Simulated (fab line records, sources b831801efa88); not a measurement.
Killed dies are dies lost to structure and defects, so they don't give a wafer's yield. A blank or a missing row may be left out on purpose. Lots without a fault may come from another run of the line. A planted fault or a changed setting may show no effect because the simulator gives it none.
Which tool did it? | flow gf180mcu | 14 lots, 42 wafers sampled, at 6 steps of a route of 602

WHAT THE GAUGES READ, wafer by wafer
GF_NWELL_OVL_MEAS_07. Usual: NWELL_OVL 0.9 nm, standard deviation 1.5.
lot  | measured    | on         | NWELL_OVL (nm) | flag
L536 | day 3 08:40 | overlay-01 | 1.1 0.3 0.3    |
L537 | day 3 13:28 | overlay-02 | 2.9 1.8 1.8    |
L540 | day 4 06:35 | overlay-02 | -1.5 2.0 0.0   |
L541 | day 4 12:25 | overlay-01 | 1.5 1.0 0.8    |
L542 | day 4 17:58 | overlay-02 | -0.6 -1.2 1.2  |
L544 | day 5 06:07 | overlay-02 | 1.2 0.3 2.3    |
L545 | day 5 09:41 | overlay-02 | 3.1 3.1 3.0    |
L549 | day 6 04:35 | overlay-02 | 1.9 3.0 0.7    |
L554 | day 7 13:34 | overlay-02 | -0.2 -0.2 1.4  |
L555 | day 7 19:43 | overlay-02 | -0.3 -1.0 1.0  |
L556 | day 7 23:09 | overlay-01 | 0.3 3.1 1.8    |
L557 | day 8 06:46 | overlay-02 | -3.2 -2.1 -2.7 |
L558 | day 8 07:43 | overlay-01 | 0.6 -0.8 0.7   |
L559 | day 8 12:34 | overlay-01 | -0.9 -0.7 0.9  |

GF_LVPWELL_OVL_MEAS_07. Usual: LVPWELL_OVL -0.5 nm, standard deviation 1.3.
lot  | measured    | on         | LVPWELL_OVL (nm) | flag
L536 | day 3 22:25 | overlay-02 | -1.3 0.7 1.0     |
L537 | day 4 02:44 | overlay-01 | 0.3 2.9 0.8      |
L540 | day 4 20:31 | overlay-02 | -0.4 -2.0 -2.3   |
L541 | day 5 02:29 | overlay-02 | -1.6 -1.0 -1.1   |
L542 | day 5 07:20 | overlay-01 | -1.2 0.4 0.4     |
L544 | day 5 20:56 | overlay-01 | -0.7 -1.4 -1.1   |
L545 | day 5 23:01 | overlay-02 | -0.6 -1.4 -1.4   |
L549 | day 6 19:31 | overlay-01 | -2.4 -1.8 -2.4   |
L554 | day 8 05:16 | overlay-01 | 1.2 1.0 0.3      |
L555 | day 8 12:10 | overlay-02 | 0.6 -0.1 -2.6    |
L556 | day 8 15:59 | overlay-01 | 0.8 1.7 -0.3     |
L557 | day 8 23:55 | overlay-01 | -0.8 -1.2 -1.0   |
L558 | day 9 00:16 | overlay-01 | -0.2 0.1 -1.3    |
L559 | day 9 05:40 | overlay-02 | 1.8 0.7 -0.3     |

GF_MVPSD_TW_MEAS_11. Usual: MVPSD_TW 557.7, standard deviation 2.7.
lot  | measured     | on            | MVPSD_TW                            | flag
L536 | day 5 02:02  | film_metro-03 | 555.4 555.9 557.2                   |
L537 | day 5 07:03  | film_metro-01 | 559.9 555.3 556.5                   |
L540 | day 6 01:58  | film_metro-01 | 552.3 559.7 555.0                   |
L541 | day 6 06:40  | film_metro-03 | 557.5 555.4 556.6                   |
L542 | day 6 13:31  | film_metro-02 | 562.2 561.1 560.8                   |
L544 | day 7 03:26  | film_metro-01 | 522.9 528.6 526.4 525.9 523.9 526.6 | OFF
L545 | day 7 06:51  | film_metro-02 | 530.7 530.9 532.2 530.3 532.6 530.8 | OFF
L549 | day 8 04:10  | film_metro-01 | 560.6 559.9 559.2                   |
L554 | day 9 16:16  | film_metro-01 | 560.2 558.5 560.3                   |
L555 | day 9 23:35  | film_metro-01 | 555.8 556.9 559.7                   |
L556 | day 10 04:08 | film_metro-02 | 559.5 560.2 560.6                   |
L557 | day 10 11:29 | film_metro-01 | 556.0 555.5 558.5                   |
L558 | day 10 11:52 | film_metro-02 | 555.4 554.9 558.3                   |
L559 | day 10 17:18 | film_metro-02 | 560.1 557.5 559.1                   |

GF_VT_IMPLANT_OVL_MEAS_18. Usual: VT_IMPLANT_01_OVL -0.2 nm, standard deviation 1.4.
lot  | measured     | on         | VT_IMPLANT_01_OVL (nm) | flag
L536 | day 6 05:31  | overlay-01 | -0.4 0.6 1.7           |
L537 | day 6 11:50  | overlay-02 | 1.8 -0.6 0.5           |
L540 | day 7 08:19  | overlay-02 | -0.6 1.2 0.7           |
L541 | day 7 13:19  | overlay-02 | -0.4 1.1 0.1           |
L542 | day 7 20:23  | overlay-01 | 2.1 0.3 2.1            |
L544 | day 8 11:47  | overlay-01 | -1.3 -1.5 -0.1         |
L545 | day 8 15:16  | overlay-01 | -0.3 -0.2 0.8          |
L549 | day 9 14:14  | overlay-02 | -0.6 0.6 0.9           |
L554 | day 11 04:13 | overlay-01 | 0.6 -2.1 1.0           |
L555 | day 11 11:43 | overlay-02 | 2.4 0.1 1.5            |
L556 | day 11 15:46 | overlay-01 | -2.0 0.1 -0.2          |
L557 | day 12 00:56 | overlay-01 | -2.1 -1.1 -1.7         |
L558 | day 12 01:10 | overlay-01 | 0.9 1.3 0.0            |
L559 | day 12 06:49 | overlay-02 | -1.9 -2.7 -1.0         |

GF_VT_IMPLANT_RS_MEAS_49: measures by four-point-probe. Usual: MVPSD_RS 1156.6 ohm/sq, standard deviation 2.5.
lot  | measured     | on            | MVPSD_RS (ohm/sq)                         | flag
L536 | day 7 13:38  | film_metro-03 | 1157.6 1152.1 1156.6                      |
L537 | day 7 19:41  | film_metro-03 | 1151.2 1154.4 1154.8                      |
L540 | day 8 17:43  | film_metro-02 | 1158.4 1157.1 1160.0                      |
L541 | day 8 22:32  | film_metro-02 | 1154.6 1154.4 1151.6                      |
L542 | day 9 06:38  | film_metro-01 | 1156.0 1156.6 1155.4                      |
L544 | day 9 21:47  | film_metro-03 | 1521.3 1517.1 1514.7 1524.1 1516.5 1518.7 | OFF
L545 | day 10 03:10 | film_metro-03 | 1514.0 1508.9 1504.7 1515.9 1511.4 1509.6 | OFF
L549 | day 11 03:02 | film_metro-01 | 1157.2 1157.3 1157.7                      |
L554 | day 12 19:43 | film_metro-02 | 1153.6 1156.8 1159.3                      |
L555 | day 13 03:28 | film_metro-02 | 1155.1 1158.7 1157.0                      |
L556 | day 13 08:02 | film_metro-02 | 1153.5 1151.8 1152.6                      |
L557 | day 13 18:26 | film_metro-02 | 1154.5 1153.1 1155.0                      |
L558 | day 13 18:34 | film_metro-03 | 1159.7 1156.9 1154.1                      |
L559 | day 13 23:41 | film_metro-02 | 1152.2 1155.3 1155.5                      |

WHICH TOOL RAN EACH LOT (tool, then ch and the chambers of the sampled wafers, then the start)
lot  | GF_MVPSD_IMPLANT_09
L536 | implanter-02 ch 0, day 5 01:47
L537 | implanter-03 ch 0, day 5 06:48
L540 | implanter-02 ch 0, day 6 01:43
L541 | implanter-03 ch 0, day 6 06:26
L542 | implanter-02 ch 0, day 6 13:18
L544 | implanter-02, day 7 03:11
L545 | implanter-03, day 7 06:36
L549 | implanter-04 ch 0, day 8 03:56
L554 | implanter-02 ch 0, day 9 16:01
L555 | implanter-03 ch 0, day 9 23:22
L556 | implanter-03 ch 0, day 10 03:56
L557 | implanter-03 ch 0, day 10 11:14
L558 | implanter-04 ch 0, day 10 11:37
L559 | implanter-02 ch 0, day 10 17:03
- GF_MVPSD_IMPLANT_09

WHAT THE TOOLS THEMSELVES READ (means of the sampled wafers that have a number; where no wafer has one, the mark that the record gives instead)
GF_MVPSD_IMPLANT_09. Usual: beam_energy_keV 40.001, standard deviation 0.011; beam_on_s 10.00 s, standard deviation 0.21.
lot  | tool         | beam_energy_keV | beam_on_s (s) | flag
L536 | implanter-02 | 39.999          | 9.66          |
L537 | implanter-03 | 40.011          | 10.03         |
L540 | implanter-02 | 40.004          | 10.01         |
L541 | implanter-03 | 40.007          | 9.98          |
L542 | implanter-02 | 40.005          | 10.13         |
L544 | implanter-02 | -               | -             | OFF
L545 | implanter-03 | -               | -             | OFF
L549 | implanter-04 | 40.010          | 10.08         |
L554 | implanter-02 | 40.000          | 10.03         |
L555 | implanter-03 | 40.011          | 10.28         |
L556 | implanter-03 | 39.990          | 9.90          |
L557 | implanter-03 | 39.995          | 10.18         |
L558 | implanter-04 | 40.017          | 9.93          |
L559 | implanter-02 | 39.995          | 9.96          |

THE ANSWER, worked out from the rows above alone
Rule: a lot is off if the mean of its wafers that have a number lies more than 3 standard deviations from the usual mean. A lot without any number at a reading at which 4 lots or more have one is off too. The other lots that the step has rows for count as sound. The gauges are gone through in route order, then the tools' own readings, and for those a lot's mean is taken as printed above. The first step at which some lot is off is used, and at that step the reading that is off furthest; a lot without a number counts as furthest.
Off: L544, L545, at GF_MVPSD_TW_MEAS_11 (MVPSD_TW).
A tool fits if, at a process step before that reading, it ran every lot that is off, and no sound lot after the first of them. The gauges at GF_MVPSD_TW_MEAS_11 aren't tried: what is off there is off at GF_VT_IMPLANT_RS_MEAS_49 too, on other tools, and a gauge's error can't cause that. None of those tried fits.

WHAT THE SIMULATOR HAD PUT IN
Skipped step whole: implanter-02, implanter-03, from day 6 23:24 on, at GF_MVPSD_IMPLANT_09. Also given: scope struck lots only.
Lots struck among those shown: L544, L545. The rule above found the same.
